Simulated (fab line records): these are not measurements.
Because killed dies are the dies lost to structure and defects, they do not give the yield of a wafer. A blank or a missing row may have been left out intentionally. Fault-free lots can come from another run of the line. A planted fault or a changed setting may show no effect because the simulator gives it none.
fab line records	flow sky130
record: lots: 10	wafers: 30	last-day: 51
route steps=708 shown POLY_CUT@318 SD_N@351 LI_CONTACT@363 PAD_OPEN@708
lots with no fault: from the same line, run without faults
start-h: hours from the record's opening day to when the first of the lot's shown wafers began	wait-h: hours elapsed since this lot's preceding step	" repeats the value in the row above	L1.1+2: a row that stands for several wafers	- either no value or no given start	* or withheld: withheld	< > ~ a bound
route shown NAME@n: NAME is a module with steps in the file, n the number in the route of the first one	usual: average and standard deviation across the fault-free wafers	same: alike in all rows	chamber/n: place in a boat	sites: per-site readings	_std_site: standard deviation of those values	_edge_site: mean of outer sites minus mean of inner sites	radius-mm: how far each site lies from the wafer's centre	mask NAME#n: copy n	behind: the tool/chamber that last shaped the wafer	hold: the reason the lot was held/the length of the hold in hours/how it ended	device: transistor that didn't switch, given as n, p or np	end of line: the same wafers' tests at the end of the route	where a step has no rows: the recipe by itself	killed: not the wafer's yield, but the dies lost to structure and defects at the first sort	map: a wafer's dies, marking killed ones x, the rest . and places with no die _
set.NAME: the setting as run; set.NAME@STEP: as run at that earlier step	model.NAME: the simulator's own value behind a step, which no gauge read
route steps across a sampled set of lots; one table per step, one row per wafer
services: the hour from which a tool's chamber was out of use, counted from the record's first day as start-h (under 0 if before that day), plus the number of hours and why
== steps ==
step: SKY_POLY_CUT_ETCH_11
recipe: target: Si3N4	chemistry: CF4/CH2F2/Ar	stop-on: poly-Si	source-w: 600	bias-w: 150	pressure-mtorr: 40	cf4-flow-sccm: 40	ch2f2-flow-sccm: 20	Ar_flow_sccm: 150	time-s: 42.5	target-depth-a: 600
usual: drypump-motor-current-A: 5.6/0.49	oes-product-au: 0.831/0.0058	throttle-valve-pct: 14.995/0.0092
lot.wafer	tool	chamber	start-h	wait-h	drypump-motor-current-A	oes-product-au	rf-hours-counter-h	throttle-valve-pct
L892.2	rie-diel-04	0	598.55	0.0	5.5	0.828	3	15.000
L892.4	"	3	"	"	6.6	0.825	39	15.009
L892.5	"	3	"	"	6.6	0.820	-	14.999
L896.2	rie-diel-03	3	631.80	0.0	5.1	0.827	18	14.972
L896.4	"	1	"	"	5.3	0.823	6	14.994
L896.5	"	1	"	"	5.3	0.839	-	15.002
L899.1	rie-diel-01	1	642.91	0.0	5.2	0.844	40	15.008
L899.2	"	3	"	"	6.0	0.835	9	14.986
L899.3	"	2	"	"	4.7	0.842	21	14.998
L902.1	rie-diel-04	2	672.20	0.0	5.7	0.828	4	15.008
L902.3	"	0	"	"	5.5	0.819	4	15.009
L902.6	"	3	"	"	6.6	0.822	-	14.981
L904.1	rie-diel-01	2	692.96	0.0	4.8	0.836	22	14.992
L904.3	"	1	"	"	5.2	0.830	41	14.991
L904.4	"	0	"	"	6.3	0.839	10	14.981
L905.3	rie-diel-01	2	699.15	0.0	4.8	0.836	22	15.009
L905.5	"	1	"	"	5.2	0.825	-	14.995
L905.6	"	0	"	"	6.3	0.828	-	14.980
L906.3	rie-diel-03	0	703.21	0.0	5.5	0.838	22	15.004
L906.4	"	2	"	"	5.6	0.829	3	14.996
L906.6	"	1	"	"	5.3	0.826	-	14.992
L907.1	rie-diel-04	3	718.81	0.0	6.6	0.831	42	14.992
L907.2	"	0	"	"	5.5	0.839	5	14.999
L907.3	"	1	"	"	6.0	0.834	11	14.995
L911.1	rie-diel-01	3	768.21	0.0	5.9	0.835	12	15.003
L911.2	"	0	"	"	6.3	0.840	12	14.987
L911.4	"	2	"	"	4.7	0.838	24	14.999
L910.1	rie-diel-03	0	770.61	0.0	5.5	0.833	23	14.992
L910.3	"	2	"	"	5.6	0.836	6	14.998
L910.4	"	1	"	"	5.3	0.838	-	15.005
step: SKY_SD_N_IMPLANT_09
recipe: species: As	energy-kev: 50	dose-cm2: 4e+15	tilt-deg: 0
usual: beam-on-s: 18.0/1.2	dose-ions-cm2: 4e+15/4.1e+12	end-station-pressure-torr: 1.34e-05/1e-06	faraday-current-uA: 12204/780
lot.wafer	tool	chamber	start-h	wait-h	beam-on-s	dose-ions-cm2	end-station-pressure-torr	faraday-current-uA
L892.2	implanter-01	0	684.29	0.0	18.5	3.999e+15	1.33e-05	11856
L892.4	"	0	"	"	19.0	3.998e+15	1.31e-05	11512
L892.5	"	0	"	"	18.9	3.997e+15	1.31e-05	11624
L896.2	implanter-04	0	716.15	0.0	16.6	3.994e+15	1.38e-05	13212
L896.4	"	0	"	"	16.6	3.994e+15	1.23e-05	13150
L896.5	"	0	"	"	16.6	4.003e+15	1.4e-05	13127
L899.1	implanter-01	0	726.63	0.0	18.5	3.991e+15	1.11e-05	11874
L899.2	"	0	"	"	19.6	3.998e+15	1.29e-05	11153
L899.3	"	0	"	"	19.6	4.001e+15	1.31e-05	11145
L902.1	implanter-01	0	754.56	0.0	19.0	3.999e+15	1.24e-05	11561
L902.3	"	0	"	"	18.8	3.998e+15	1.35e-05	11709
L902.6	"	0	"	"	19.4	4.002e+15	1.33e-05	11288
L904.1	implanter-04	0	774.62	0.0	17.5	3.997e+15	1.48e-05	12474
L904.3	"	0	"	"	16.5	3.995e+15	1.4e-05	13313
L904.4	"	0	"	"	17.3	4.001e+15	1.47e-05	12598
L905.3	implanter-01	0	780.67	0.1	18.9	4.004e+15	1.23e-05	11607
L905.5	"	0	"	"	18.5	4.003e+15	1.27e-05	11860
L905.6	"	0	"	"	19.4	4.004e+15	1.35e-05	11341
L906.3	implanter-04	0	784.88	0.1	10.3	4.91e+14	6.9e-06	2657
L906.4	"	0	"	"	9.9	4.93e+14	7e-06	2789
L906.6	"	0	"	"	9.9	4.98e+14	7.5e-06	2785
L907.1	implanter-04	0	799.96	0.0	10.0	4.96e+14	7.2e-06	2741
L907.2	"	0	"	"	9.8	4.98e+14	6.6e-06	2805
L907.3	"	0	"	"	9.7	4.94e+14	7.1e-06	2842
L911.1	implanter-03	0	847.51	0.0	19.1	4e+15	1.22e-05	11409
L911.2	"	0	"	"	18.8	3.995e+15	1.28e-05	11717
L911.4	"	0	"	"	19.5	4.003e+15	1.15e-05	11224
L910.1	implanter-01	0	849.77	0.0	19.1	3.994e+15	1.25e-05	11561
L910.3	"	0	"	"	19.6	3.995e+15	1.27e-05	11210
L910.4	"	0	"	"	19.2	3.994e+15	1.32e-05	11413
step: SKY_SD_N_STRIP_11
recipe: chemistry: O2/N2	power-w: 1400	pressure-mtorr: 1500	platen-temp-c: withheld	o2-flow-sccm: 3000	n2-flow-sccm: 300	overash-fraction: 0.5
usual: drypump-motor-current-A: 6.0/0.51	oes-product-au: 0.527/0.0039	strip-time-to-endpoint-s: 22.56/0.038
lot.wafer	tool	chamber	start-h	wait-h	drypump-motor-current-A	oes-product-au	rf-hours-counter-h	strip-time-to-endpoint-s
L892.2	plasma-asher-04	1	684.57	0.1	6.0	0.522	26	22.55
L892.4	"	0	"	"	6.4	0.529	-	22.51
L892.5	"	1	"	"	6.0	0.531	-	22.52
L896.2	plasma-asher-04	1	716.43	0.1	6.0	0.529	29	22.57
L896.4	"	1	"	"	6.0	0.517	-	22.61
L896.5	"	1	"	"	6.0	0.530	-	22.58
L899.1	plasma-asher-04	1	726.93	0.1	6.0	0.533	31	22.60
L899.2	"	0	"	"	6.4	0.535	31	22.60
L899.3	"	0	"	"	6.4	0.518	-	22.56
L902.1	plasma-asher-03	1	754.86	0.1	5.4	0.522	97	22.62
L902.3	"	1	"	"	5.5	0.526	-	22.58
L902.6	"	1	"	"	5.5	0.529	-	22.57
L904.1	plasma-asher-03	0	774.92	0.1	6.5	0.522	99	22.60
L904.3	"	1	"	"	5.5	0.528	-	22.57
L904.4	"	0	"	"	6.5	0.534	-	22.55
L905.3	plasma-asher-03	0	780.95	0.1	6.5	0.531	-	22.60
L905.5	"	1	"	"	5.5	0.521	-	22.56
L905.6	"	0	"	"	6.5	0.539	-	22.56
L906.3	plasma-asher-02	0	785.16	0.1	5.7	0.648	-	16.17
L906.4	"	1	"	"	4.9	0.652	-	16.12
L906.6	"	1	"	"	4.9	0.641	-	16.18
L907.1	plasma-asher-02	0	800.26	0.1	5.7	0.645	66	16.11
L907.2	"	1	"	"	4.9	0.647	66	16.22
L907.3	"	0	"	"	5.7	0.642	-	16.35
L911.1	plasma-asher-04	0	847.81	0.1	6.5	0.530	43	22.60
L911.2	"	1	"	"	6.0	0.526	43	22.60
L911.4	"	0	"	"	6.5	0.527	-	22.57
L910.1	plasma-asher-04	0	850.07	0.1	6.5	0.534	43	22.52
L910.3	"	0	"	"	6.5	0.522	-	22.57
L910.4	"	1	"	"	6.0	0.531	-	22.54
step: SKY_SD_N_TW_MEAS_12
usual: SD_N_TW: 4023/38
lot.wafer	tool	chamber	start-h	wait-h	hold	SD_N_TW
L892.2	film-metro-01	-	684.68	0.1	-	3973
L892.4	"	-	"	"	-	3974
L892.5	"	-	"	"	-	4005
L896.2	film-metro-01	-	716.54	0.1	-	3975
L896.4	"	-	"	"	-	3987
L896.5	"	-	"	"	-	3985
L899.1	film-metro-02	-	727.03	0.1	-	4073
L899.2	"	-	"	"	-	4075
L899.3	"	-	"	"	-	4063
L902.1	film-metro-02	-	754.96	0.1	-	4064
L902.3	"	-	"	"	-	4051
L902.6	"	-	"	"	-	4047
L904.1	film-metro-04	-	775.02	0.1	-	3981
L904.3	"	-	"	"	-	4010
L904.4	"	-	"	"	-	4002
L905.3	film-metro-04	-	781.04	0.1	-	3990
L905.5	"	-	"	"	-	3974
L905.6	"	-	"	"	-	3994
L906.3	film-metro-02	-	785.25	0.1	await-dispo/0.2h/release	3468
L906.4	"	-	"	"	await-dispo/0.2h/release	3466
L906.6	"	-	"	"	await-dispo/0.2h/release	3453
L906.3	film-metro-02	-	785.47	0.2	-	3445
L906.4	"	-	"	"	-	3447
L906.6	"	-	"	"	-	3467
L907.1	film-metro-04	-	800.36	0.1	await-dispo/0.2h/release	3396
L907.2	"	-	"	"	await-dispo/0.2h/release	3397
L907.3	"	-	"	"	await-dispo/0.2h/release	3441
L907.1	film-metro-04	-	800.65	0.3	-	3422
L907.2	"	-	"	"	-	3421
L907.3	"	-	"	"	-	3444
L911.1	film-metro-04	-	847.91	0.1	-	4029
L911.2	"	-	"	"	-	4038
L911.4	"	-	"	"	-	4031
L910.1	film-metro-04	-	850.17	0.1	-	4013
L910.3	"	-	"	"	-	4040
L910.4	"	-	"	"	-	4040
step: SKY_SD_N_RS_MEAS_16
recipe: thk-meas-gauge: four-point-probe
usual: SD_N_RS: 68.47/0.12
lot.wafer	tool	chamber	start-h	wait-h	hold	SD_N_RS[ohm/sq]
L892.2	film-metro-02	-	684.97	0.1	-	68.37
L892.4	"	-	"	"	-	68.44
L892.5	"	-	"	"	-	68.35
L896.2	film-metro-02	-	716.83	0.1	-	68.51
L896.4	"	-	"	"	-	68.38
L896.5	"	-	"	"	-	68.31
L899.1	film-metro-04	-	727.31	0.1	-	68.45
L899.2	"	-	"	"	-	68.34
L899.3	"	-	"	"	-	68.45
L902.1	film-metro-01	-	755.25	0.1	-	68.44
L902.3	"	-	"	"	-	68.51
L902.6	"	-	"	"	-	68.38
L904.1	film-metro-02	-	775.30	0.1	-	68.66
L904.3	"	-	"	"	-	68.46
L904.4	"	-	"	"	-	68.55
L905.3	film-metro-01	-	781.34	0.1	-	68.50
L905.5	"	-	"	"	-	68.57
L905.6	"	-	"	"	-	68.71
L906.3	film-metro-01	-	788.85	0.1	await-dispo/0.2h/release	162.62
L906.4	"	-	"	"	await-dispo/0.2h/release	163.38
L906.6	"	-	"	"	await-dispo/0.2h/release	162.31
L906.3	film-metro-01	-	789.14	0.3	-	162.37
L906.4	"	-	"	"	-	163.21
L906.6	"	-	"	"	-	162.11
L907.1	film-metro-04	-	802.78	0.1	await-dispo/0.2h/release	162.20
L907.2	"	-	"	"	await-dispo/0.2h/release	160.99
L907.3	"	-	"	"	await-dispo/0.2h/release	155.31
L907.1	film-metro-04	-	803.06	0.3	-	162.47
L907.2	"	-	"	"	-	161.06
L907.3	"	-	"	"	-	155.57
L911.1	film-metro-01	-	848.25	0.1	-	68.79
L911.2	"	-	"	"	-	68.47
L911.4	"	-	"	"	-	68.43
L910.1	film-metro-02	-	850.45	0.1	-	68.53
L910.3	"	-	"	"	-	68.48
L910.4	"	-	"	"	-	68.42
step: SKY_LI_CONTACT_THK_MEAS_01
recipe: reads: PSG_of_LI_CONTACT_HDPCVD_00
usual: LI_CONTACT_HDPCVD_THK: 924/9.6
lot.wafer	tool	chamber	start-h	wait-h	LI_CONTACT_HDPCVD_THK[nm]
L892.2	film-metro-01	-	685.44	0.1	929
L892.4	"	-	"	"	924
L892.5	"	-	"	"	939
L896.2	film-metro-04	-	717.30	0.1	938
L896.4	"	-	"	"	924
L896.5	"	-	"	"	936
L899.1	film-metro-04	-	727.87	0.1	922
L899.2	"	-	"	"	935
L899.3	"	-	"	"	926
L902.1	film-metro-01	-	755.75	0.1	903
L902.3	"	-	"	"	901
L902.6	"	-	"	"	909
L904.1	film-metro-04	-	775.78	0.1	922
L904.3	"	-	"	"	929
L904.4	"	-	"	"	927
L905.3	film-metro-04	-	781.80	0.1	917
L905.5	"	-	"	"	910
L905.6	"	-	"	"	915
L911.1	film-metro-04	-	848.73	0.1	940
L911.2	"	-	"	"	941
L911.4	"	-	"	"	936
L910.1	film-metro-01	-	850.93	0.1	945
L910.3	"	-	"	"	927
L910.4	"	-	"	"	938
step: SKY_LI_CONTACT_CMP_02
recipe: material: PSG	down-force-psi: 4	platen-rpm: 60	pad-velocity-m-s: 0.94248
usual: motor-current-A: 11.7/1.2	time-to-endpoint-s: 31.4/2.2
lot.wafer	tool	chamber	start-h	wait-h	motor-current-A	time-to-endpoint-s
L892.2	cmp-01	1	685.54	0.1	11.5	32.9
L892.4	"	2	"	"	9.9	32.6
L892.5	"	0	"	"	14.2	31.7
L896.4	cmp-02	1	717.40	0.1	12.9	25.6
L896.2	"	2	"	"	12.1	29.6
L896.5	"	0	"	"	11.0	31.2
L899.2	cmp-02	1	727.93	0.0	12.2	32.2
L899.1	"	2	"	"	11.5	28.1
L899.3	"	3	"	"	12.0	29.0
L902.3	cmp-02	1	756.28	0.5	12.7	27.1
L902.1	"	3	"	"	12.0	28.2
L902.6	"	1	"	"	13.4	29.0
L904.4	cmp-01	2	775.84	0.0	11.0	32.8
L904.1	"	3	"	"	10.4	31.2
L904.3	"	1	"	"	10.9	34.1
L905.3	cmp-01	1	781.84	0.0	11.3	32.8
L905.5	"	1	"	"	11.1	32.2
L905.6	"	2	"	"	11.2	33.0
L911.4	cmp-02	0	848.79	0.0	11.1	32.5
L911.2	"	2	"	"	11.2	29.9
L911.1	"	3	"	"	11.8	29.4
L910.3	cmp-01	3	851.04	0.1	10.0	30.8
L910.4	"	0	"	"	14.5	32.5
L910.1	"	1	"	"	11.6	35.0
step: SKY_PAD_OPEN_PROBE_99
usual: defect-limited-yield: 82.2/1.8	killed_at_M0_to_M3: 44/6.8	killed_at_M4_up: 2.9/1.9	killed-at-contacts: 24/5.2	killed-at-front-end: 16/4.1	killed-at-other: 0.4/0.74	killed-dies: 88/9.1	killed-open: 48/7.2	killed-short: 39/5.6	sort_bin_3_pad_short: 0.9/0.43	sort_bin_5_function: 10.6/1.4	sort_bin_6_memory: 6.3/1	sort-n-pass: 404/9.1	sort-yield-pct: 82.2/1.8
same: gross-dies: 492	killed-at-back-side: 0	sort_bin_4_leakage[%]: 0	sort_bin_8_speed[%]: 0
lot.wafer	tool	chamber	start-h	wait-h	defect-limited-yield[%]	killed_at_M0_to_M3	killed_at_M4_up	killed-at-contacts	killed-at-front-end	killed-at-other	killed-dies	killed-open	killed-short	sort_bin_3_pad_short[%]	sort_bin_5_function[%]	sort_bin_6_memory[%]	sort-n-pass	sort-yield-pct[%]
L892.2	prober-01	-	1099.93	0.1	82.1	41	2	24	19	2	88	46	42	1.8	9.8	6.3	404	82.1
L892.4	prober-01	-	1100.03	0.2	82.5	56	3	17	10	0	86	47	39	0.4	12.2	4.9	406	82.5
L892.5	prober-01	-	1100.08	0.2	81.9	48	3	17	20	1	89	44	45	0.4	10.6	7.1	403	81.9
L896.2	prober-02	-	1129.49	0.1	81.1	48	3	25	17	0	93	42	50	0.8	11.6	6.5	399	81.1
L896.4	prober-02	-	1129.59	0.2	83.1	42	4	21	16	0	83	46	34	1.2	8.5	7.1	409	83.1
L896.5	prober-02	-	1129.64	0.2	82.1	45	2	24	17	0	88	50	38	1.0	10.0	6.9	404	82.1
L899.1	prober-01	-	1133.28	0.1	86.8	26	5	26	7	1	65	30	35	0.4	8.5	4.3	427	86.8
L899.2	prober-01	-	1133.33	0.1	80.3	46	4	26	21	0	97	59	38	1.2	12.2	6.3	395	80.3
L899.3	prober-01	-	1133.38	0.2	82.5	45	1	28	12	0	86	45	41	0.8	10.8	5.9	406	82.5
L902.1	prober-02	-	1153.34	0.1	80.3	55	1	26	15	0	97	48	46	1.8	11.4	6.5	395	80.3
L902.3	prober-02	-	1153.44	0.2	80.7	44	5	27	19	0	95	52	42	1.2	12.4	5.7	397	80.7
L902.6	prober-02	-	1153.59	0.2	82.3	40	4	28	15	0	87	43	43	0.8	10.8	6.1	405	82.3
L904.1	prober-02	-	1166.37	0.1	80.1	46	7	23	21	1	98	63	34	0.8	11.8	7.3	394	80.1
L904.3	prober-02	-	1166.47	0.2	80.1	49	3	20	25	1	98	56	41	1.0	10.0	8.9	394	80.1
L904.4	prober-02	-	1166.52	0.2	82.7	40	1	23	21	0	85	42	43	0.8	11.0	5.5	407	82.7
L905.3	prober-01	-	1169.91	0.2	80.9	51	3	26	14	0	94	51	43	0.2	13.0	5.9	398	80.9
L905.5	prober-01	-	1170.01	0.2	83.1	41	1	27	14	0	83	38	45	1.6	8.5	6.7	409	83.1
L905.6	prober-01	-	1170.06	0.2	82.1	41	2	25	20	0	88	45	43	1.6	11.2	5.1	404	82.1
L911.1	prober-01	-	1215.97	0.1	83.1	45	3	21	14	0	83	49	34	0.6	11.0	5.3	409	83.1
L911.2	prober-01	-	1216.02	0.1	84.1	38	3	21	16	0	78	46	32	1.0	7.9	6.9	414	84.1
L911.4	prober-01	-	1216.12	0.2	82.5	41	2	26	17	0	86	47	39	0.8	9.6	7.1	406	82.5
L910.1	prober-02	-	1217.47	0.1	82.5	46	2	22	16	0	86	48	38	1.0	10.8	5.7	406	82.5
L910.3	prober-02	-	1217.57	0.2	82.9	38	6	26	14	0	84	45	39	1.0	9.6	6.5	408	82.9
L910.4	prober-02	-	1217.62	0.2	80.9	49	1	27	17	0	94	57	36	0.8	12.0	6.3	398	80.9
killed by level:class
L892.2 LI_CONTACT:geometric-particle:open=7 METAL2:geometric-particle:short=7 FIELD_ISO:geometric-particle:open=6 LI_CONTACT:geometric-particle:short=6 VIA1:geometric-particle:open=6 VIA3:geometric-particle:open=6 VIA2:geometric-particle:open=6 CONTACT:geometric-particle:open=5
L892.4 VIA2:geometric-particle:open=13 VIA3:geometric-particle:open=9 METAL1:geometric-particle:short=7 VIA1:geometric-particle:open=7 LOCAL_INTERCONNECT:geometric-particle:short=6 CONTACT:geometric-particle:open=5 METAL2:geometric-particle:short=4 VIA2:geometric-particle:short=4
L892.5 VIA2:geometric-particle:open=11 METAL1:geometric-particle:short=8 VIA3:geometric-particle:open=7 VIA1:geometric-particle:open=6 METAL2:geometric-particle:short=6 FIELD_ISO:geometric-particle:short=4 POLY_GATE:geometric-particle:short=4 LI_CONTACT:geometric-particle:open=4
L896.2 VIA1:geometric-particle:open=10 CONTACT:geometric-particle:open=8 METAL2:geometric-particle:short=8 FIELD_ISO:geometric-particle:short=6 LI_CONTACT:geometric-particle:open=6 METAL1:geometric-particle:short=6 VIA3:geometric-particle:short=5 LOCAL_INTERCONNECT:geometric-particle:short=4
L896.4 VIA1:geometric-particle:open=14 CONTACT:geometric-particle:open=9 VIA3:geometric-particle:open=8 CONTACT:geometric-particle:short=7 VIA2:geometric-particle:open=5 VIA1:geometric-particle:short=4 FIELD_ISO:geometric-particle:short=3 SD_P:coat-microbubble-printed=3
L896.5 LI_CONTACT:geometric-particle:open=10 VIA2:geometric-particle:open=8 CONTACT:geometric-particle:open=7 FIELD_ISO:geometric-particle:short=6 VIA1:geometric-particle:open=6 METAL2:geometric-particle:short=6 METAL2:geometric-particle:open=5 POLY_GATE:geometric-particle:open=4
L899.1 CONTACT:geometric-particle:open=9 METAL1:geometric-particle:short=7 LI_CONTACT:geometric-particle:open=6 VIA1:geometric-particle:open=6 CONTACT:geometric-particle:short=5 POLY_GATE:geometric-particle:short=4 METAL4:geometric-particle:short=4 VIA2:geometric-particle:open=4
L899.2 VIA1:geometric-particle:open=10 VIA3:geometric-particle:open=10 CONTACT:geometric-particle:short=9 CONTACT:geometric-particle:open=9 METAL2:geometric-particle:short=7 FIELD_ISO:geometric-particle:open=6 VIA2:geometric-particle:open=6 LI_CONTACT:geometric-particle:open=5
L899.3 CONTACT:geometric-particle:open=10 VIA1:geometric-particle:open=8 LI_CONTACT:geometric-particle:short=7 METAL1:geometric-particle:short=7 VIA3:geometric-particle:open=7 LI_CONTACT:geometric-particle:open=6 METAL2:geometric-particle:short=5 VIA2:geometric-particle:open=5
L902.1 VIA1:geometric-particle:open=10 METAL2:geometric-particle:short=10 VIA2:geometric-particle:open=7 LOCAL_INTERCONNECT:geometric-particle:short=6 CONTACT:geometric-particle:short=6 POLY_GATE:geometric-particle:short=5 LI_CONTACT:geometric-particle:open=5 CONTACT:geometric-particle:open=5
L902.3 VIA1:geometric-particle:open=8 LI_CONTACT:geometric-particle:open=7 CONTACT:geometric-particle:short=7 CONTACT:geometric-particle:open=7 METAL1:geometric-particle:short=7 VIA2:geometric-particle:open=7 VIA3:geometric-particle:open=7 LOCAL_INTERCONNECT:geometric-particle:short=5
L902.6 CONTACT:geometric-particle:open=13 METAL2:geometric-particle:short=7 VIA3:geometric-particle:open=7 FIELD_ISO:geometric-particle:short=5 LI_CONTACT:geometric-particle:short=5 VIA1:geometric-particle:short=5 VIA1:geometric-particle:open=5 LOCAL_INTERCONNECT:geometric-particle:short=4
L904.1 LI_CONTACT:geometric-particle:open=12 VIA2:geometric-particle:open=12 POLY_GATE:geometric-particle:open=8 VIA1:geometric-particle:open=8 VIA3:geometric-particle:open=7 METAL4:geometric-particle:short=6 VIA2:geometric-particle:short=5 POLY_GATE:geometric-particle:short=4
L904.3 VIA1:geometric-particle:open=15 CONTACT:geometric-particle:open=10 POLY_GATE:geometric-particle:open=8 POLY_GATE:geometric-particle:short=8 LI_CONTACT:geometric-particle:open=8 METAL3:geometric-particle:short=7 VIA2:geometric-particle:open=6 METAL1:geometric-particle:short=6
L904.4 VIA1:geometric-particle:open=10 LI_CONTACT:geometric-particle:open=8 VIA2:geometric-particle:open=7 FIELD_ISO:geometric-particle:short=6 CONTACT:geometric-particle:short=6 METAL1:geometric-particle:short=6 CONTACT:geometric-particle:open=6 POLY_GATE:geometric-particle:short=5
L905.3 VIA1:geometric-particle:open=11 CONTACT:geometric-particle:open=9 METAL1:geometric-particle:short=7 CONTACT:geometric-particle:short=6 VIA3:geometric-particle:short=6 VIA2:geometric-particle:open=6 FIELD_ISO:geometric-particle:open=5 LI_CONTACT:geometric-particle:open=5
L905.5 CONTACT:geometric-particle:open=9 VIA1:geometric-particle:open=8 CONTACT:geometric-particle:short=7 METAL1:geometric-particle:short=7 METAL2:geometric-particle:short=5 VIA3:geometric-particle:open=5 FIELD_ISO:geometric-particle:short=4 LI_CONTACT:geometric-particle:open=4
L905.6 VIA1:geometric-particle:open=13 LI_CONTACT:geometric-particle:open=8 CONTACT:geometric-particle:short=8 METAL1:geometric-particle:short=6 POLY_GATE:geometric-particle:open=5 METAL2:geometric-particle:short=5 VIA1:geometric-particle:short=5 FIELD_ISO:geometric-particle:short=4
L911.1 VIA1:geometric-particle:open=10 VIA3:geometric-particle:open=9 LI_CONTACT:geometric-particle:open=8 METAL1:geometric-particle:short=6 CONTACT:geometric-particle:short=5 FIELD_ISO:geometric-particle:open=4 POLY_GATE:geometric-particle:open=4 LI_CONTACT:geometric-particle:short=4
L911.2 VIA3:geometric-particle:open=10 CONTACT:geometric-particle:open=8 LI_CONTACT:geometric-particle:open=7 VIA1:geometric-particle:open=7 FIELD_ISO:geometric-particle:short=6 VIA1:geometric-particle:short=5 FIELD_ISO:geometric-particle:open=4 METAL1:geometric-particle:short=4
L911.4 CONTACT:geometric-particle:open=11 VIA3:geometric-particle:open=8 METAL2:geometric-particle:short=7 VIA2:geometric-particle:open=6 FIELD_ISO:geometric-particle:open=5 LI_CONTACT:geometric-particle:open=5 METAL1:geometric-particle:short=5 FIELD_ISO:geometric-particle:short=4
L910.1 VIA1:geometric-particle:open=11 CONTACT:geometric-particle:open=8 METAL1:geometric-particle:short=6 METAL3:geometric-particle:short=5 LI_CONTACT:geometric-particle:open=5 VIA2:geometric-particle:open=5 LOCAL_INTERCONNECT:geometric-particle:short=5 FIELD_ISO:geometric-particle:open=4
L910.3 CONTACT:geometric-particle:open=9 METAL2:geometric-particle:short=9 VIA1:geometric-particle:open=8 FIELD_ISO:geometric-particle:open=6 VIA1:geometric-particle:short=6 LI_CONTACT:geometric-particle:short=6 VIA3:geometric-particle:open=6 POLY_GATE:geometric-particle:open=5
L910.4 CONTACT:geometric-particle:open=16 VIA1:geometric-particle:open=10 METAL1:geometric-particle:short=9 LI_CONTACT:geometric-particle:open=7 VIA2:geometric-particle:open=6 VIA1:geometric-particle:short=5 METAL3:geometric-particle:short=4 FIELD_ISO:geometric-particle:open=3
== services ==
tool	chamber	start-h	hours	kind
implanter-04	-	576.37	10.3	repair
implanter-01	-	593.12	1.1	repair
cmp-02	-	593.53	0.4	repair
plasma-asher-04	-	595.26	1.8	repair
implanter-01	-	608.50	22.8	pm
plasma-asher-04	-	614.38	3.8	repair
cmp-01	-	640.73	5.4	pm
cmp-01	-	649.65	0.5	repair
implanter-01	-	651.65	6.2	repair
cmp-01	-	663.60	2.7	repair
cmp-02	-	674.28	0.5	repair
cmp-01	-	688.22	3.3	repair
cmp-01	-	716.86	5.7	pm
plasma-asher-04	-	721.55	1.0	repair
cmp-01	-	723.98	1.4	repair
cmp-01	-	726.08	2.2	repair
implanter-01	-	729.71	2.4	repair
cmp-02	-	743.68	6.5	repair
cmp-01	-	747.01	4.0	pm
cmp-02	-	747.24	4.3	repair
cmp-02	-	751.57	4.7	pm
cmp-02	-	756.63	3.7	repair
cmp-02	-	779.52	19.2	pm
cmp-01	-	794.56	1.7	repair
== key ==
first-sign: step: SKY_SD_N_IMPLANT_09	reading: dose-ions-cm2	direction: down	sigmas: 99+	usual: *	struck: *
effect: step: SKY_SD_N_IMPLANT_09	reading: faraday-current-uA	direction: down	sigmas: 12	usual: 12204	struck: 2770
effect: step: SKY_SD_N_STRIP_11	reading: strip-time-to-endpoint-s	direction: down	sigmas: 99+	usual: *	struck: *
effect: step: SKY_SD_N_TW_MEAS_12	reading: visit	direction: added
effect: step: SKY_SD_N_TW_MEAS_12	reading: SD_N_TW	direction: down	sigmas: 15	usual: 4023	struck: 3437
effect: step: SKY_SD_N_RS_MEAS_16	reading: visit	direction: added
effect: step: SKY_SD_N_RS_MEAS_16	reading: SD_N_RS	direction: up	sigmas: 99+	usual: 68.47	struck: 161.13
met-at SKY_SD_N_IMPLANT_09
struck-lots L906,L907
scrapped-behind SKY_SD_N_RS_MEAS_16 L906.3,L906.4,L906.6,L907.1,L907.2,L907.3
not-acting-at SKY_POLY_CUT_ETCH_11,SKY_LI_CONTACT_THK_MEAS_01,SKY_LI_CONTACT_CMP_02
onset-between 774.62 784.88
fault: kind: process-parameter-drift	tool: implanter-04	chamber: -	onset-h: 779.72	steps: SKY_SD_N_IMPLANT_09	channel: dose-cm2	offset: *	shape: step	end-h: 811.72	acts-in: *	stated: *
